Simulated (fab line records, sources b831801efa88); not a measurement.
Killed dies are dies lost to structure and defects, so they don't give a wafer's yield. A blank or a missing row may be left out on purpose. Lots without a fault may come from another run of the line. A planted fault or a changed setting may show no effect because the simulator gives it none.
Which tool did it? | flow sky130 | 13 lots, 39 wafers sampled, at 3 steps of a route of 708

WHAT THE GAUGES READ, wafer by wafer
SKY_CAPM_RS_MEAS_03: measures by four-point-probe. Usual: CAPM_TIN_RS 6.89 ohm/sq, standard deviation 0.058.
lot  | measured     | on            | CAPM_TIN_RS (ohm/sq) | flag
L932 | day 37 00:55 | film_metro-04 | 6.88 6.77 6.82       |
L933 | day 37 12:41 | film_metro-03 | 6.91 6.84 6.91       |
L934 | day 37 16:15 | film_metro-03 | 6.89 6.95 6.82       |
L937 | day 39 00:11 | film_metro-04 | 5.84 5.78 6.94       | OFF
L947 | day 41 03:16 | film_metro-02 | 6.88 6.96 6.86       |
L948 | day 41 09:27 | film_metro-03 | 6.87 6.85 6.87       |
L949 | day 41 15:21 | film_metro-04 | 6.94 6.93 6.94       |
L950 | day 41 17:38 | film_metro-03 | 6.96 6.92 6.89       |
L951 | day 42 05:58 | film_metro-03 | 6.90 6.90 6.97       |
L952 | day 42 09:43 | film_metro-02 | 6.86 6.93 6.93       |
L953 | day 42 13:33 | film_metro-04 | 6.92 6.83 6.86       |
L954 | day 42 17:25 | film_metro-02 | 6.80 6.90 6.93       |
L955 | day 43 02:44 | film_metro-04 | 7.01 6.94 6.96       |

SKY_CAPM_THK_MEAS_04: measures by xrf. Usual: CAPM_TIN_THK 200.6 nm, standard deviation 1.8.
lot  | measured     | on            | CAPM_TIN_THK (nm) | flag
L932 | day 37 01:01 | film_metro-04 | 199.8 202.9 202.1 |
L933 | day 37 12:47 | film_metro-03 | 200.7 202.3 201.4 |
L934 | day 37 16:22 | film_metro-03 | 202.2 199.1 203.1 |
L937 | day 39 00:19 | film_metro-04 | 237.0 239.3 200.3 | OFF
L947 | day 41 03:23 | film_metro-02 | 200.5 198.9 199.9 |
L948 | day 41 09:34 | film_metro-03 | 201.4 201.9 200.5 |
L949 | day 41 15:28 | film_metro-04 | 198.2 199.0 198.9 |
L950 | day 41 17:44 | film_metro-03 | 199.1 199.2 200.0 |
L951 | day 42 06:03 | film_metro-03 | 199.1 199.3 198.6 |
L952 | day 42 09:49 | film_metro-02 | 201.8 199.2 198.9 |
L953 | day 42 13:40 | film_metro-04 | 199.6 201.6 200.6 |
L954 | day 42 17:32 | film_metro-02 | 203.0 200.7 199.6 |
L955 | day 43 02:51 | film_metro-04 | 198.6 199.3 198.9 |

WHICH TOOL RAN EACH LOT (tool, then ch and the chambers of the sampled wafers, then the start)
lot  | SKY_CAPM_SPUTTER_02
L932 | pvd_sputter-01, day 37 00:47
L933 | pvd_sputter-01, day 37 12:32
L934 | pvd_sputter-04, day 37 16:08
L937 | pvd_sputter-01, day 39 00:05
L947 | pvd_sputter-03, day 41 03:10
L948 | pvd_sputter-03, day 41 09:20
L949 | pvd_sputter-03, day 41 15:14
L950 | pvd_sputter-03, day 41 17:29
L951 | pvd_sputter-01, day 42 05:47
L952 | pvd_sputter-01, day 42 09:34
L953 | pvd_sputter-04, day 42 13:25
L954 | pvd_sputter-01, day 42 17:19
L955 | pvd_sputter-03, day 43 02:37
- SKY_CAPM_SPUTTER_02: material TiN, target thk 200 nm, time 166.7 s.

WHAT THE TOOLS THEMSELVES READ (means of the sampled wafers that have a number; where no wafer has one, the mark that the record gives instead)
SKY_CAPM_SPUTTER_02. Usual: throttle_valve_pct 29.3 %, standard deviation 1.
lot  | tool           | throttle_valve_pct (%) | flag
L932 | pvd_sputter-01 | 29.6                   |
L933 | pvd_sputter-01 | 29.2                   |
L934 | pvd_sputter-04 | 30.0                   |
L937 | pvd_sputter-01 | 29.8                   |
L947 | pvd_sputter-03 | 28.6                   |
L948 | pvd_sputter-03 | 29.4                   |
L949 | pvd_sputter-03 | 28.7                   |
L950 | pvd_sputter-03 | 28.0                   |
L951 | pvd_sputter-01 | 29.0                   |
L952 | pvd_sputter-01 | 29.0                   |
L953 | pvd_sputter-04 | 29.7                   |
L954 | pvd_sputter-01 | 29.6                   |
L955 | pvd_sputter-03 | 28.7                   |

THE ANSWER, worked out from the rows above alone
Rule: a lot is off if the mean of its wafers that have a number lies more than 3 standard deviations from the usual mean. A lot without any number at a reading at which 4 lots or more have one is off too. The other lots that the step has rows for count as sound. The gauges are gone through in route order, then the tools' own readings, and for those a lot's mean is taken as printed above. The first step at which some lot is off is used, and at that step the reading that is off furthest; a lot without a number counts as furthest.
Off: L937, at SKY_CAPM_RS_MEAS_03 (CAPM_TIN_RS).
A tool fits if, at a process step before that reading, it ran every lot that is off, and no sound lot after the first of them. The gauges at SKY_CAPM_RS_MEAS_03 are tried like those tools. None of those tried fits.

WHAT THE SIMULATOR HAD PUT IN
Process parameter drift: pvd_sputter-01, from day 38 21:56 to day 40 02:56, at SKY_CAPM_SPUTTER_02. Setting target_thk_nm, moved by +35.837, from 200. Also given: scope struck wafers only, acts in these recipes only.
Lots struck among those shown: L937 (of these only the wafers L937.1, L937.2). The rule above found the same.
